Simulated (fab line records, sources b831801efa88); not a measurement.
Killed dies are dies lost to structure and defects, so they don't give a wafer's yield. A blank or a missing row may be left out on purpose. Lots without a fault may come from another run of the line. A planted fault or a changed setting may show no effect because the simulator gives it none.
Problem report in the 8D (eight disciplines) form, filled by code | flow gf180mcu | the parts of the form that need people (team, actions taken, sign-off) are left out

1. THE PROBLEM
developer_temp_C at GF_PSD_DEVELOP_06 reads a mean of 22.36 C on 6 wafers of 2 lots; wafers without a fault read 23.01 C with a standard deviation of 0.11. That is -5.9 standard deviations from the usual mean.
The step: develop time 60 s.
First seen on wafer L212.2, day 20 17:59, on litho_track-02. The record holds 42 wafers of 14 lots with a number at this step. Rule for "out", or "out of limits": more than 4 standard deviations from the usual mean. The other wafers with a number count as sound.

2. WHAT IT IS AND WHAT IT IS NOT
question                    | is                     | is not
which readings at this step | developer_temp_C       | -
which lots                  | L212, L214             | L193, L194, L195, L196, L198, L199, L201, L205, L206, L207, L210, L216
which wafers of those lots  | all that have a number | -
read on which tools         | litho_track-02         | litho_track-03, litho_track-04
when                        | from day 20 17:59      | up to then (33 sound wafers); but 3 sound wafers of L216 came after

3. SUSPECTS, AND WHAT RULES EACH OUT
Counting: a tool at a process step up to the reading stays a suspect if it ran every lot that is out and no sound lot after the first of them.
- litho_track-02 at GF_PSD_DEVELOP_06 (develop time 60 s): kept. It ran every lot that is out, first L212 (day 20 17:59), and no sound lot after that; its last sound lot up to then is L210 (day 20 02:27). Its own readings are out on those wafers: developer_temp_C.
Left after counting: litho_track-02 at GF_PSD_DEVELOP_06.

4. THE CAUSE (what the simulator had put in)
Process parameter drift: litho_track-02, from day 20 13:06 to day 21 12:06, at GF_PSD_DEVELOP_06. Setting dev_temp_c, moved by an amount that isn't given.
Counting left only this tool.

5. THE CHAIN OF EFFECTS, in route order
Each row: a reading whose mean over the struck wafers that have a number lies more than 3 standard deviations from the usual. Only readings for which the record gives a usual standard deviation are gone through. hours: the time from each lot's start at the first step in this table that gives one to its start at this step, as a median over the lots. sigmas: the change in usual standard deviations.
hours | step              | reading          | usual   | on struck wafers | change | sigmas
0     | GF_PSD_DEVELOP_06 | developer_temp_C | 23.01 C | 22.36            | -0.65  | -5.9
The process steps in it:
- GF_PSD_DEVELOP_06: develop time 60 s.

6. WHAT WOULD HAVE CAUGHT IT SOONER
In this record the first reading out of limits was taken at day 20 17:59, 5 hours after the fault began at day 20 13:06.
